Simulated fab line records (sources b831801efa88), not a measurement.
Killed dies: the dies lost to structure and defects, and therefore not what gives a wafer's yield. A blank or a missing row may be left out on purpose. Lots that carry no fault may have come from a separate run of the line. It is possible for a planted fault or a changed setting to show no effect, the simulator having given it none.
The tool behind it: which one? :: flow gf180mcu :: Sampling: 6 lots, 18 wafers, 4 of 602 route steps

WHAT THE GAUGES SHOWED, per wafer
GF_TOP_METAL_CD_MEAS_14: target cd 440 nm.
lot: L657
measured: day 28 18:02
on: cd_sem-02
cd_nm (nm): 441.2 439.5 440.7

lot: L663
measured: day 30 16:05
on: cd_sem-02
cd_nm (nm): 435.0 434.7 434.9

lot: L666
measured: day 31 06:29
on: cd_sem-01
cd_nm (nm): 422.2 419.2 420.4

lot: L674
measured: day 33 04:41
on: cd_sem-01
cd_nm (nm): 443.7 443.1 442.3

lot: L676
measured: day 33 15:22
on: cd_sem-01
cd_nm (nm): 440.9 439.7 440.0

lot: L678
measured: day 34 11:07
on: cd_sem-01
cd_nm (nm): 439.2 439.2 438.6

WHAT TOOL EACH LOT RAN ON (gives the tool, then ch and the chambers of the sampled wafers, and finally the start)
lot: L657
GF_TOP_METAL_SPUTTER_01: pvd_sputter-04, day 27 22:11
GF_TOP_METAL_SPUTTER_03: pvd_sputter-04, day 27 22:16
GF_TOP_METAL_DEVELOP_13: litho_track-02 ch 0, day 28 17:54

lot: L663
GF_TOP_METAL_SPUTTER_01: pvd_sputter-01, day 29 21:53
GF_TOP_METAL_SPUTTER_03: pvd_sputter-01, day 29 21:58
GF_TOP_METAL_DEVELOP_13: litho_track-02 ch 0, day 30 15:57

lot: L666
GF_TOP_METAL_SPUTTER_01: pvd_sputter-02, day 30 12:07
GF_TOP_METAL_SPUTTER_03: pvd_sputter-02, day 30 12:11
GF_TOP_METAL_DEVELOP_13: litho_track-01 ch 0, day 31 06:20

lot: L674
GF_TOP_METAL_SPUTTER_01: pvd_sputter-01, day 32 12:28
GF_TOP_METAL_SPUTTER_03: pvd_sputter-01, day 32 12:33
GF_TOP_METAL_DEVELOP_13: litho_track-03 ch 0, day 33 04:32

lot: L676
GF_TOP_METAL_SPUTTER_01: pvd_sputter-04, day 32 23:40
GF_TOP_METAL_SPUTTER_03: pvd_sputter-04, day 32 23:44
GF_TOP_METAL_DEVELOP_13: litho_track-02 ch 0, day 33 15:13

lot: L678
GF_TOP_METAL_SPUTTER_01: pvd_sputter-01, day 33 19:40
GF_TOP_METAL_SPUTTER_03: pvd_sputter-01, day 33 19:44
GF_TOP_METAL_DEVELOP_13: litho_track-02 ch 0, day 34 10:58
- GF_TOP_METAL_SPUTTER_01: material TiN, target thk 30 nm, time 25 s.
- GF_TOP_METAL_SPUTTER_03: material Ti, target thk 5 nm, time 3.3 s.
- GF_TOP_METAL_DEVELOP_13: develop time 60 s.

THE ANSWER, worked out from the rows above alone
Rule: what is usual is taken from the lots themselves. Put in order of their means at a reading, lots are off if they are a third of the lots or fewer, leave a main group of 4 or more, and stand apart from it by a gap of 3 or more times the standard deviation of the main group's means; of several such gaps the widest counts. A main group is skipped when, at the precision printed for the reading in the tables above, its means are all equal. Also off: a lot with no number at a reading for which 4 or more lots have one. Any other lot the step has rows for is counted as sound.
Off, at GF_TOP_METAL_CD_MEAS_14 on cd_nm: L666. The main group: mean 439.5 nm, standard deviation 2.7.
A tool fits if, at a process step before that reading, it ran every lot that is off, and no sound lot after the first of them. Gauges at GF_TOP_METAL_CD_MEAS_14: tried the same way as those tools. This does not decide it: 2 tools fit, namely pvd_sputter-02 at GF_TOP_METAL_SPUTTER_01 and GF_TOP_METAL_SPUTTER_03 and litho_track-01 at GF_TOP_METAL_DEVELOP_13.

WHAT HAD BEEN PUT IN BY THE SIMULATOR
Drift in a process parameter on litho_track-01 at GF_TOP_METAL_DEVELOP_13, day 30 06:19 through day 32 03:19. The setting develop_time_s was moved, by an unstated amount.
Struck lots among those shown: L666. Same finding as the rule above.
